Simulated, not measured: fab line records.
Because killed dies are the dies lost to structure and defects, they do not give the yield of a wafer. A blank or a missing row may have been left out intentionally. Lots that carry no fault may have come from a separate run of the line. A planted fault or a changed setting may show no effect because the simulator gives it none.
The same fault as seen by 2 desks | flow gf180mcu | each desk holds nothing but its own numbers, with what lay behind them at the end

== METROLOGY DESK ==
Lot by lot, what the gauges showed, no matter which tool ran the lot: averages of those sampled wafers that carry a number. The brackets show how far a lot's mean lies from the usual mean; more than 4 standard deviations puts the lot out of limits, marked OUT.
Columns: A = V1_OVL at GF_V1_OVL_MEAS_15, usual 0 nm; B = cd nm at GF_M2_CD_MEAS_14, usual 280.1 nm
lot  | first seen here | A   | B
L647 | day 18 10:31    | 6   | 280.0
L654 | day 21 00:03    | 0   | 280.7
L658 | day 22 09:43    | -3  | 281.4
L660 | day 23 01:58    | -10 | 280.3
L661 | day 23 08:41    | -1  | 280.1
L662 | day 23 12:03    | 0   | 280.9
L664 | day 24 05:55    | 2   | 278.2
L665 | day 24 18:10    | 2   | 281.4
L666 | day 24 22:31    | 3   | 279.2
L667 | day 25 08:16    | 6   | 281.6
L668 | day 25 16:06    | 0   | 278.2
L670 | day 26 04:52    | 4   | 280.1
This desk found nothing out of limits on any of the 12 lots.

== FOR THE TOOL OWNER'S DESK: rie metal-04 ==
The tool's own readings at GF_M2_METAL_ETCH_16 (etches the open film in Cl2/BCl3, stops on SiO2, target depth 627.5 nm, time 104.6 s): means of the sampled wafers that have a number, for each lot that ran on this tool. The brackets show how far a lot's mean lies from the usual mean; more than 4 standard deviations puts the lot out of limits, marked OUT.
Columns: A = drypump motor current A at GF_M2_METAL_ETCH_16, usual 5.74 A; B = oes product au at GF_M2_METAL_ETCH_16, usual 0.972 a.u.; C = rf fwd power W at GF_M2_METAL_ETCH_16, usual 796.2 W; D = run length s at GF_M2_METAL_ETCH_16, usual 132.9 s; E = throttle valve pct at GF_M2_METAL_ETCH_16, usual 28.250 %
lot  | first seen here | A    | B     | C     | D                | E
L647 | day 19 12:39    | 5.48 | 0.974 | 796.7 | 133.0            | 28.251
L654 | day 22 01:16    | 5.44 | 0.956 | 794.9 | 135.7 (+6.6) OUT | 28.264
L658 | day 23 09:42    | 5.50 | 0.955 | 796.3 | 135.4 (+6.0) OUT | 28.260
L666 | day 25 21:53    | 5.59 | 0.975 | 796.3 | 132.9            | 28.254
This desk's finding: out of limits on L654, L658; first on L654, day 22 01:16 (run length s at GF_M2_METAL_ETCH_16). L647, L666 stayed within limits.

== PUT TOGETHER ==
The tool owner's desk had the chance to raise an alarm at day 22 01:16 on L654, L658.
The metrology desk saw nothing out of limits.
The metrology desk holds a record of L654, L658, inside its limits.
All the named lots went through GF_M2_METAL_ETCH_16 on rie metal-04.

== WHAT THE SIMULATOR HAD INSERTED ==
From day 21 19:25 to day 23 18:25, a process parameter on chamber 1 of rie metal-04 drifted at GF_M2_METAL_ETCH_16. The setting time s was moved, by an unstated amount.
Lots struck among those shown: L654, L658.
Delay in hours, fault start to first out-of-limits reading, by desk: the tool owner's desk at 6.
